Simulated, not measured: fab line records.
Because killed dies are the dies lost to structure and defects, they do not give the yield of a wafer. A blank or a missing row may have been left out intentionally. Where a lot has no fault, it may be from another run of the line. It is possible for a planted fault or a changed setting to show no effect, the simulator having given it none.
Which of the tools did it?    flow gf180mcu    Sampling: 11 lots, 33 wafers, 2 of 602 route steps

== WHAT EACH GAUGE READ, for each wafer ==
GF_MIM_RS_MEAS_10: a four-point-probe measurement.
lot   measured      on             MIM_ALCU_RS (ohm/sq)
L700  day 25 01:49  film-metro-04  0.1546 0.1582 0.1592
L703  day 25 23:53  film-metro-01  0.1607 0.1619 0.1607
L704  day 26 03:45  film-metro-01  0.1592 0.1640 0.1581
L705  day 26 13:41  film-metro-02  0.1633 0.1590 0.1646
L706  day 27 03:04  film-metro-04  0.1606 0.1576 0.1606
L708  day 27 11:46  film-metro-02  0.1675 0.1669 0.1661
L718  day 30 11:03  film-metro-04  0.0807 0.0810 0.0808
L719  day 30 19:50  film-metro-04  0.0805 0.0805 0.0812
L720  day 30 20:36  film-metro-02  0.1582 0.1590 0.1565
L721  day 31 01:31  film-metro-01  0.1658 0.1605 0.1624
L722  day 31 08:57  film-metro-04  0.1629 0.1632 0.1618

== WHAT TOOL EACH LOT RAN ON (gives the tool, then ch and the chambers of the sampled wafers, and finally the start) ==
lot   GF_MIM_SPUTTER_08
L700  pvd-sputter-03, day 25 01:44
L703  pvd-sputter-04, day 25 23:49
L704  pvd-sputter-02, day 26 03:41
L705  pvd-sputter-02, day 26 13:35
L706  pvd-sputter-03, day 27 03:01
L708  pvd-sputter-04, day 27 11:41
L718  pvd-sputter-04, day 30 11:00
L719  pvd-sputter-04, day 30 19:44
L720  pvd-sputter-02, day 30 20:32
L721  pvd-sputter-02, day 31 01:28
L722  pvd-sputter-03, day 31 08:53
- GF_MIM_SPUTTER_08: material AlCu, target thk 200 nm, time 10.6 s.

== THE ANSWER, worked out from the rows above alone ==
Rule: usual is defined by the lots themselves. The widest of any qualifying gaps counts: lots, ordered by their means at a reading, are off when they make up no more than a third of the lots, leave a main group of 4 or more, and stand apart from it by 3 or more times the standard deviation of that group's means. Not used: any main group whose means are identical at the precision the tables above print for the reading. A lot without any number at a reading at which 4 lots or more have one is off too. The other lots that the step has rows for count as sound.
Off: at GF_MIM_RS_MEAS_10 (MIM_ALCU_RS), L718, L719. The main group has a mean of 0.1612 ohm/sq with a standard deviation of 0.0027.
If a tool, at a process step before that reading, ran all the lots that are off and no sound lot after the first of them, it fits. Those tools and the gauges at GF_MIM_RS_MEAS_10 are tried in the same way. One fits: GF_MIM_SPUTTER_08 on pvd-sputter-04. Its last sound lot is L708 (day 27 11:41), its first lot that is off L718 (day 30 11:00): a fault that began between those two fits.

== WHAT WAS PUT IN BY THE SIMULATOR ==
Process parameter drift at GF_MIM_SPUTTER_08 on pvd-sputter-04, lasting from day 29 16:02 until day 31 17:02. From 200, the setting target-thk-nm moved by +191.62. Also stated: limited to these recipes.
Lots struck among those shown: L718, L719. The rule above reached the same finding.
